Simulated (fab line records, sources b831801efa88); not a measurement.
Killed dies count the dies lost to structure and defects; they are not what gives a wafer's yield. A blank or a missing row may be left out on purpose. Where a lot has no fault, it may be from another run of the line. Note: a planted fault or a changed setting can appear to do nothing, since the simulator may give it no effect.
A lot that was struck, set against a sound lot	flow sky130	33 out of 708 route steps
Sound: wafers L259.2, L259.3, L259.4. The struck wafers were L266.1, L266.3, L266.5. The cause is given at the end.
Order at every step that has rows: each side's tool, ch and its chambers, its first start. Under that, the readings that differ: sound wafers	struck wafers	difference of the means	sigmas: that difference in standard deviations of wafers without a fault.
alike: same words and numbers on both sides, and readings whose means sit less than 2 such deviations apart. not compared: any withheld reading, any reading some wafer has no value for, any bound like >300 that may hide the same value, and any number with overlapping values for which the record gives no deviation.
Wherever a step has rows on one side only, a row that says differs or no value, or a row with sigmas, the two part there. Numbers that don't overlap but have no deviation are shown without sigmas and don't part them. A reading missing from all wafers of one side parts the sides only when that side holds two or more wafers.

SKY_SD_P_CD_MEAS_07 targets a cd of 380 nm.
  sound: cdSem-01 at day 26 05:58; struck: cdSem-02 at day 28 04:51
  alike: cdNm
SKY_SD_P_OVL_MEAS_08:
  sound: overlay-02 at day 26 06:04; struck: overlay-01 at day 28 04:58
  alike: SD_P_OVL
next, for these wafers, 1 step has no rows: SKY_SD_P_IMPLANT_09.
SKY_SD_P_STRIP_10: strips in O2/N2.
  sound on plasmaAsher-01 ch 0,1, day 26 06:15; struck on plasmaAsher-01 ch 0, day 28 05:10
  alike: drypumpMotorCurrentA, oesProductAu, stripTimeToEndpointS
  not compared: rfHoursCounterH
SKY_SD_P_TW_MEAS_11:
  sound: filmMetro-03 at day 26 06:22; struck: filmMetro-02 at day 28 05:16
reading	sound	struck	difference	sigmas
SD_P_TW	2899 2894 2903	2817 2844 2817	-73	-3
then, 7 steps without rows for these wafers: SKY_RES_XHIGH_DEHYDRATE_00 (time 60 s); SKY_RES_XHIGH_HMDS_01 (prime time 60 s); SKY_RES_XHIGH_COAT_02 (resist thk 1140 nm); SKY_RES_XHIGH_SOFTBAKE_03 (time 60 s); SKY_RES_XHIGH_EXPOSE_04 (exposes mask URPM, target cd 1270 nm); SKY_RES_XHIGH_PEB_05; SKY_RES_XHIGH_DEVELOP_06 (develop time 60 s).
SKY_RES_XHIGH_IMPLANT_07:
  sound on implanter-01 ch 0, day 27 10:52; struck on implanter-01 ch 0, day 29 08:20
reading	sound	struck	difference	sigmas
implantIonAmu	49 49 49	11 11 11	-38	
model.implant.rpNm (nm)	17.96 17.96 17.96	65.02 65.02 65.02	+47.06	
model.implant.drpNm (nm)	9.746 9.746 9.746	28.3 28.3 28.3	+18.6	
SKY_RES_XHIGH_STRIP_08: strips in O2/N2.
  sound on plasmaAsher-04 ch 0,1, day 27 10:59; struck on plasmaAsher-03 ch 0, day 29 08:29
  alike: drypumpMotorCurrentA, oesProductAu, stripTimeToEndpointS
  not compared: rfHoursCounterH
SKY_RES_XHIGH_TW_MEAS_09:
  sound: filmMetro-04 at day 27 11:06; struck: filmMetro-02 at day 29 08:49
reading	sound	struck	difference	sigmas
RES_XHIGH_TW	1653 1656 1655	1064 1069 1067	-588	-42
  not compared: hold
then, 6 steps without rows for these wafers: SKY_SD_N_HMDS_01 (prime time 60 s); SKY_SD_N_COAT_02 (resist thk 1140 nm); SKY_SD_N_SOFTBAKE_03 (time 60 s); SKY_SD_N_EXPOSE_04 (exposes mask NSDM, target cd 380 nm); SKY_SD_N_PEB_05; SKY_SD_N_DEVELOP_06 (develop time 60 s).
SKY_SD_N_CD_MEAS_07 targets a cd of 380 nm.
  sound: cdSem-01 at day 28 13:43; struck: cdSem-02 at day 30 10:55
  alike: cdNm
SKY_SD_N_OVL_MEAS_08:
  sound: overlay-02 at day 28 13:50; struck: overlay-01 at day 30 11:02
  alike: SD_N_OVL
then, 2 steps without rows for these wafers: SKY_SD_N_IMPLANT_09; SKY_SD_N_IMPLANT_10.
SKY_SD_N_STRIP_11: strips in O2/N2.
  sound on plasmaAsher-02 ch 0,1, day 28 14:10; struck on plasmaAsher-01 ch 1, day 30 11:22
  alike: drypumpMotorCurrentA, oesProductAu, stripTimeToEndpointS
  not compared: rfHoursCounterH
SKY_SD_N_TW_MEAS_12:
  sound: filmMetro-03 at day 28 14:16; struck: filmMetro-04 at day 30 11:28
  alike: SD_N_TW
then, 1 step without rows for these wafers: SKY_SD_N_CLEAN_13 (cleans in SC1/SC2, time 150 s).
SKY_SD_N_RTA_14: time 2 s.
  sound on rtpAnneal-02 ch 0, day 28 14:23; struck on rtpAnneal-02 ch 0, day 30 11:35
  alike: lampPowerPct, wafer_temp_C_max
SKY_SD_N_RS_MEAS_16: measurement is done with a four-point probe.
  sound: filmMetro-04 at day 28 14:34; struck: filmMetro-04 at day 30 11:49
  alike: SD_N_RS
SKY_SD_N_RS_MEAS_17: measurement is done with a four-point probe.
  sound: filmMetro-04 at day 28 14:41; struck: filmMetro-04 at day 30 11:56
  alike: SD_P_RS
SKY_SD_N_RS_MEAS_18: measurement is done with a four-point probe.
  sound: filmMetro-04 at day 28 14:48; struck: filmMetro-04 at day 30 12:20
reading	sound	struck	difference	sigmas
RES_XHIGH_RS (ohm/sq)	333.1 332.6 333.2	258.9 259.3 259.4	-73.8	-49
  not compared: hold
SKY_PAD_OPEN_PROBE_99:
  sound wafers here have rows in the record (prober-02, day 46 04:35); struck ones have none

WHERE THEY PART
At SKY_SD_P_TW_MEAS_11 first; at SKY_PAD_OPEN_PROBE_99 last (within this record only).

WHY: what the simulator had put in
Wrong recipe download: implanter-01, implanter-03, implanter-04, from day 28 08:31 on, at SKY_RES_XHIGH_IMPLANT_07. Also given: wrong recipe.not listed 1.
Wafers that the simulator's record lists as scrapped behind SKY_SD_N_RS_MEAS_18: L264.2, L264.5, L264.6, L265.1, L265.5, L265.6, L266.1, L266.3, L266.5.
